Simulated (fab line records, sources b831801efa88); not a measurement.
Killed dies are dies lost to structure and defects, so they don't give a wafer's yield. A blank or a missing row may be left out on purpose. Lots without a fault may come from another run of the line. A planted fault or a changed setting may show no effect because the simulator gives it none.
A struck lot beside a sound one | flow sky130 | 33 steps out of a route of 708
Sound: wafers L260.2, L260.4, L260.6. Struck: wafer L253.2. (L253.1, L253.6 of the same lot were not struck and are left out.) The cause comes at the end.
At each step with rows: each side's tool, then ch and its chambers, then its first start. Under that, the readings that differ: sound wafers | struck wafers | difference of the means | sigmas: that difference in standard deviations of wafers without a fault.
alike: readings whose means differ by less than 2 such deviations, and words and numbers that are the same on both sides. not compared: withheld readings, readings that some wafer has no value for, bounds like >300 that may hide the same value, and numbers for which the record gives no deviation and whose values overlap.
The two part at a step that has a row with sigmas, a row that says differs or no value, or rows on one side only. Numbers that don't overlap but have no deviation are shown without sigmas and don't part them. A reading that every wafer of one side lacks parts them only if that side has two wafers or more.

first, 10 steps without rows for these wafers: SKY_POLY_CUT_ETCH_11 (etches Si3N4 in CF4/CH2F2/Ar, stops on poly-Si, time 42.5 s, target depth 60 nm); SKY_POLY_CUT_STRIP_12 (strips in O2/N2); SKY_SD_P_DEHYDRATE_00 (time 60 s); SKY_SD_P_HMDS_01 (prime time 60 s); SKY_SD_P_COAT_02 (resist thk 1140 nm); SKY_SD_P_SOFTBAKE_03 (time 60 s); SKY_SD_P_EXPOSE_04 (exposes mask PSDM, target cd 380 nm); SKY_SD_P_PEB_05; SKY_SD_P_DEVELOP_06 (develop time 60 s); SKY_SD_P_IMPLANT_09.
SKY_SD_P_STRIP_10: strips in O2/N2.
  sound on plasma_asher-03 ch 0,1, day 31 03:41; struck on plasma_asher-04 ch 1, day 28 07:49
  reading                     | sound       | struck | difference | sigmas
  drypump_motor_current_A (A) | 4.9 4.9 6.0 | 6.7    | +1.4       | +3
  alike: o2_flow_sccm, oes_product_au, strip_time_to_endpoint_s
  not compared: rf_hours_counter_h
then, 21 steps without rows for these wafers: SKY_RES_XHIGH_DEHYDRATE_00 (time 60 s); SKY_RES_XHIGH_HMDS_01 (prime time 60 s); SKY_RES_XHIGH_COAT_02 (resist thk 1140 nm); SKY_RES_XHIGH_SOFTBAKE_03 (time 60 s); SKY_RES_XHIGH_EXPOSE_04 (exposes mask URPM, target cd 1270 nm); SKY_RES_XHIGH_PEB_05; SKY_RES_XHIGH_DEVELOP_06 (develop time 60 s); SKY_RES_XHIGH_IMPLANT_07; SKY_RES_XHIGH_STRIP_08 (strips in O2/N2); SKY_SD_N_DEHYDRATE_00 (time 60 s); SKY_SD_N_HMDS_01 (prime time 60 s); SKY_SD_N_COAT_02 (resist thk 1140 nm); SKY_SD_N_SOFTBAKE_03 (time 60 s); SKY_SD_N_EXPOSE_04 (exposes mask NSDM, target cd 380 nm); SKY_SD_N_PEB_05; SKY_SD_N_DEVELOP_06 (develop time 60 s); SKY_SD_N_IMPLANT_09; SKY_SD_N_IMPLANT_10; SKY_SD_N_STRIP_11 (strips in O2/N2); SKY_SD_N_CLEAN_13 (cleans in SC1/SC2, time 150 s); SKY_SD_N_RTA_14 (time 2 s).
-- the record jumps here: 19 days lie between the struck wafers' starts before and after (it left off in module SD_N and takes up again in module PAD_OPEN, whose first step shown is number 708 of the route) --
SKY_PAD_OPEN_PROBE_99:
  sound on prober-02, day 49 14:38; struck on prober-02, day 47 19:00
  reading             | sound    | struck | difference | sigmas
  killed_at_front_end | 25 20 16 | 49     | +29        | +7
  killed_on_rim       | 16 13 25 | 28     | +10        | +3
  killed_short        | 47 44 47 | 31     | -15        | -3
  alike: killed_at_M0_to_M3, killed_at_M4_up, killed_at_contacts, killed_at_other, killed_dies, killed_open

WHERE THEY PART
First at SKY_SD_P_STRIP_10; last, within this record, at SKY_PAD_OPEN_PROBE_99.

WHY: what the simulator had put in
Chamber particle source: plasma_asher-04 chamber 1, from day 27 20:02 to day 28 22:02, at SKY_SD_P_STRIP_10. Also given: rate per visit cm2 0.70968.
